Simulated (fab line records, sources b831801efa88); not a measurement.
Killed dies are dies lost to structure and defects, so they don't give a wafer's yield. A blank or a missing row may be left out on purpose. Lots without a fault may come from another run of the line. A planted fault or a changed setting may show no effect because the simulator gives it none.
Which tool did it? | flow sky130 | 14 lots, 42 wafers sampled, at 5 steps of a route of 708

WHAT THE GAUGES READ, wafer by wafer
SKY_NWELL_OVL_MEAS_23. Usual: NWELL_01_OVL 0.8 nm, standard deviation 1.6.
lot  | measured     | on         | NWELL_01_OVL (nm) | flag
L206 | day 5 16:43  | overlay-02 | -2.2 -1.1 -3.0    |
L207 | day 5 20:25  | overlay-01 | 1.8 3.3 0.2       |
L208 | day 6 01:34  | overlay-01 | 2.2 3.4 3.3       |
L210 | day 6 17:04  | overlay-01 | -1.0 -1.7 -1.0    |
L211 | day 7 03:14  | overlay-02 | -0.6 0.2 0.0      |
L213 | day 7 08:50  | overlay-01 | - - -             | OFF
L216 | day 8 03:58  | overlay-02 | 0.6 -0.7 0.0      |
L217 | day 8 14:25  | overlay-01 | - - -             | OFF
L218 | day 8 20:37  | overlay-01 | 1.2 1.4 2.4       |
L220 | day 9 04:59  | overlay-01 | 2.1 2.7 3.0       |
L223 | day 9 20:07  | overlay-01 | -0.4 -0.8 0.7     |
L224 | day 10 02:46 | overlay-01 | 1.6 0.3 2.4       |
L226 | day 10 13:16 | overlay-02 | 1.2 0.5 2.0       |
L228 | day 11 05:56 | overlay-02 | 4.4 2.9 2.4       |

SKY_SD_N_RS_MEAS_16: measures by four-point-probe. Usual: SD_N_RS 68.79 ohm/sq, standard deviation 0.12.
lot  | measured     | on            | SD_N_RS (ohm/sq)  | flag
L206 | day 28 09:17 | film_metro-04 | 69.02 68.97 69.01 |
L207 | day 29 02:42 | film_metro-02 | 68.74 68.78 68.66 |
L208 | day 28 23:12 | film_metro-02 | 68.73 68.79 68.69 |
L210 | day 30 02:25 | film_metro-02 | 68.62 68.61 68.76 |
L211 | day 30 12:11 | film_metro-02 | 68.70 68.64 68.85 |
L213 | day 30 20:47 | film_metro-04 | 68.87 69.03 68.92 |
L216 | day 31 16:04 | film_metro-02 | 68.71 68.82 68.74 |
L217 | day 32 04:05 | film_metro-02 | 68.74 68.78 68.73 |
L218 | day 32 12:21 | film_metro-01 | 68.95 68.67 68.90 |
L220 | day 33 03:22 | film_metro-04 | 69.01 68.88 68.92 |
L223 | day 33 15:36 | film_metro-01 | 68.78 68.74 68.43 |
L224 | day 34 00:51 | film_metro-04 | 68.81 68.99 68.64 |
L226 | day 34 11:54 | film_metro-04 | 68.92 68.77 68.95 |
L228 | day 35 03:57 | film_metro-02 | 68.72 68.78 68.79 |

SKY_SD_N_RS_MEAS_18: measures by four-point-probe. Usual: RES_XHIGH_RS 333.3 ohm/sq, standard deviation 1.2.
lot  | measured     | on            | RES_XHIGH_RS (ohm/sq) | flag
L206 | day 28 09:31 | film_metro-04 | 334.5 333.3 331.9     |
L207 | day 29 02:56 | film_metro-02 | 332.9 331.9 332.6     |
L208 | day 28 23:26 | film_metro-02 | 332.9 333.7 332.2     |
L210 | day 30 02:40 | film_metro-02 | 332.6 332.7 332.3     |
L211 | day 30 12:26 | film_metro-02 | 333.6 332.9 334.4     |
L213 | day 30 21:02 | film_metro-04 | 333.7 334.0 334.7     |
L216 | day 31 16:18 | film_metro-02 | 333.0 332.0 332.9     |
L217 | day 32 04:19 | film_metro-02 | 334.0 333.6 334.3     |
L218 | day 32 12:35 | film_metro-01 | 336.0 335.4 335.0     |
L220 | day 33 03:36 | film_metro-04 | 333.4 333.8 335.2     |
L223 | day 33 15:50 | film_metro-01 | 334.6 333.7 334.4     |
L224 | day 34 01:05 | film_metro-04 | 332.8 333.0 334.8     |
L226 | day 34 12:08 | film_metro-04 | 333.2 332.5 332.6     |
L228 | day 35 04:11 | film_metro-02 | 331.5 331.7 332.0     |

WHICH TOOL RAN EACH LOT (tool, then ch and the chambers of the sampled wafers, then the start)
lot  | SKY_NWELL_DEVELOP_22              | SKY_SD_N_RTA_14
L206 | litho_track-03 ch 0, day 5 16:00  | rtp_anneal-02 ch 0, day 28 09:05
L207 | litho_track-03 ch 0, day 5 20:00  | rtp_anneal-01 ch 0, day 29 02:32
L208 | litho_track-03 ch 0, day 6 01:00  | rtp_anneal-02 ch 0, day 28 23:02
L210 | litho_track-03 ch 0, day 6 16:00  | rtp_anneal-01 ch 0, day 30 02:14
L211 | litho_track-03 ch 0, day 7 03:00  | rtp_anneal-01 ch 0, day 30 12:00
L213 | litho_track-03 ch 0, day 7 08:00  | rtp_anneal-02 ch 0, day 30 20:36
L216 | litho_track-01 ch 0, day 8 03:00  | rtp_anneal-01 ch 0, day 31 15:52
L217 | litho_track-03 ch 0, day 8 14:00  | rtp_anneal-02 ch 0, day 32 03:51
L218 | litho_track-04 ch 0, day 8 20:00  | rtp_anneal-01 ch 0, day 32 12:11
L220 | litho_track-01 ch 0, day 9 04:00  | rtp_anneal-01 ch 0, day 33 03:11
L223 | litho_track-04 ch 0, day 9 20:00  | rtp_anneal-02 ch 0, day 33 15:24
L224 | litho_track-04 ch 0, day 10 02:00 | rtp_anneal-01 ch 0, day 34 00:41
L226 | litho_track-04 ch 0, day 10 13:00 | rtp_anneal-01 ch 0, day 34 11:42
L228 | litho_track-01 ch 0, day 11 05:00 | rtp_anneal-01 ch 0, day 35 03:47
- SKY_NWELL_DEVELOP_22: develop time 60 s.
- SKY_SD_N_RTA_14: time 2 s.

WHAT THE TOOLS THEMSELVES READ (means of the sampled wafers that have a number; where no wafer has one, the mark that the record gives instead)
SKY_SD_N_RTA_14. Usual: anneal_temp_c_max 1080.2, standard deviation 1; lamp_power_pct 15.74 %, standard deviation 0.059; wafer_temp_C_max 1078.1, standard deviation 1.4.
lot  | tool          | anneal_temp_c_max | lamp_power_pct (%) | wafer_temp_C_max | flag
L206 | rtp_anneal-02 | 1080.8            | 15.69              | 1077.6           |
L207 | rtp_anneal-01 | 1081.2            | 15.73              | 1078.8           |
L208 | rtp_anneal-02 | 1079.3            | 15.75              | 1078.6           |
L210 | rtp_anneal-01 | 1080.3            | 15.72              | 1078.5           |
L211 | rtp_anneal-01 | 1080.0            | 15.78              | 1077.3           |
L213 | rtp_anneal-02 | 1080.1            | 15.76              | 1078.7           |
L216 | rtp_anneal-01 | 1080.6            | 15.77              | 1077.5           |
L217 | rtp_anneal-02 | 1080.1            | 15.79              | 1076.5           |
L218 | rtp_anneal-01 | 1079.8            | 15.73              | 1077.1           |
L220 | rtp_anneal-01 | 1080.7            | 15.76              | 1077.6           |
L223 | rtp_anneal-02 | 1079.8            | 15.74              | 1077.6           |
L224 | rtp_anneal-01 | 1081.0            | 15.83              | 1078.7           |
L226 | rtp_anneal-01 | 1080.4            | 15.74              | 1078.3           |
L228 | rtp_anneal-01 | 1080.1            | 15.71              | 1077.3           |

THE ANSWER, worked out from the rows above alone
Rule: a lot is off if the mean of its wafers that have a number lies more than 3 standard deviations from the usual mean. A lot without any number at a reading at which 4 lots or more have one is off too. The other lots that the step has rows for count as sound. The gauges are gone through in route order, then the tools' own readings, and for those a lot's mean is taken as printed above. The first step at which some lot is off is used, and at that step the reading that is off furthest; a lot without a number counts as furthest.
Off: L213, L217, at SKY_NWELL_OVL_MEAS_23 (NWELL_01_OVL). Without a number there: L213, L217.
A tool fits if, at a process step before that reading, it ran every lot that is off, and no sound lot after the first of them. The gauges at SKY_NWELL_OVL_MEAS_23 are tried like those tools. One fits: litho_track-03 at SKY_NWELL_DEVELOP_22. Its last sound lot is L211 (day 7 03:00), its first lot that is off L213 (day 7 08:00): a fault that began between those two fits.

WHAT THE SIMULATOR HAD PUT IN
Process parameter drift: litho_track-03, from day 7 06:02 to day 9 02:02, at SKY_NWELL_DEVELOP_22. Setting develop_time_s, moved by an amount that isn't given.
Lots struck among those shown: L213, L217. The rule above found the same.
